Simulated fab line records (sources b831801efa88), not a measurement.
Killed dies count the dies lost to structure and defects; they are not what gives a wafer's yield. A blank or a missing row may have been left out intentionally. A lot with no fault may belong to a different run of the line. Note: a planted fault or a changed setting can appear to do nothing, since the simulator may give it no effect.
2 desks looking at one fault | flow gf180mcu | each desk has only its own numbers; what lay behind them comes last

== THE TOOL OWNER'S DESK: wet-bench-04 ==
The tool's own readings at GF_DUAL_GATE_WET_ETCH_12 (etches SiO2 in dHF, target depth 13 nm, time 260 s): means of the sampled wafers that have a number, for each lot that ran on this tool. A lot is out of limits, marked OUT, if its mean lies more than 4 standard deviations from the usual mean; the brackets give that distance.
Columns: A = bath-heat-duty-pct at GF_DUAL_GATE_WET_ETCH_12, usual 6.2 %; B = temp-c at GF_DUAL_GATE_WET_ETCH_12, usual 25.00 C
lot  | first seen here | A              | B
L243 | day 8 18:47     | 5.4            | 24.98
L251 | day 10 21:23    | 0.0 (-8.4) OUT | 11.01 (-99 or more) OUT
L260 | day 13 22:38    | 6.2            | 24.99
L263 | day 14 08:47    | 6.5            | 25.13
L264 | day 15 00:23    | 5.8            | 24.97
This desk's finding: out of limits on L251; first on L251, day 10 21:23 (bath-heat-duty-pct at GF_DUAL_GATE_WET_ETCH_12). L243, L260, L263, L264 stayed within limits.

== THE METROLOGY DESK ==
Means of the sampled wafers that have a number, per lot and without regard to the tool the lot ran on: this is what the gauges read. A lot is out of limits, marked OUT, if its mean lies more than 4 standard deviations from the usual mean; the brackets give that distance.
Columns: A = VT_IMPLANT_01_OVL at GF_VT_IMPLANT_OVL_MEAS_18, usual 0.9 nm; B = VT_IMPLANT_3_TW at GF_VT_IMPLANT_TW_MEAS_32, usual 270.9; C = cd-nm at GF_POLY_GATE_CD_MEAS_10, usual 280.1 nm
lot  | first seen here | A    | B     | C
L242 | day 6 07:00     | 0.4  | 271.7 | 280.7
L243 | day 6 12:52     | 1.5  | 269.8 | 281.1
L245 | day 6 21:49     | 2.0  | 270.2 | 279.8
L251 | day 8 13:22     | 0.8  | 273.1 | 278.1
L255 | day 9 17:31     | 1.1  | 270.6 | 280.5
L257 | day 10 05:22    | 0.9  | 268.4 | 281.6
L259 | day 10 22:37    | 1.2  | 273.7 | 279.7
L260 | day 11 10:22    | -0.8 | 270.0 | 278.4
L261 | day 11 14:22    | 0.7  | 271.6 | 280.6
L263 | day 11 19:03    | 1.4  | 270.4 | 281.6
L262 | day 11 20:55    | 0.3  | 270.1 | 279.5
L264 | day 12 08:04    | -0.9 | 273.6 | 279.2
L265 | day 12 11:01    | -0.2 | 274.6 | 281.1
This desk's finding: nothing out of limits on any of the 13 lots.

== ALL TOGETHER ==
The tool owner's desk could have raised an alarm at day 10 21:23, on L251.
The metrology desk saw nothing out of limits.
The metrology desk has L251 on record, within its limits.
Of the lots named, all ran GF_DUAL_GATE_WET_ETCH_12 on wet-bench-04.

== WHAT THE SIMULATOR PUT IN ==
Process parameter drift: wet-bench-04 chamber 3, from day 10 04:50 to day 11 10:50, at GF_DUAL_GATE_WET_ETCH_12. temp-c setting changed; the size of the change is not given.
Lots struck among those shown: L251.
Delay in hours, fault start to first out-of-limits reading, by desk: the tool owner's desk at 17.
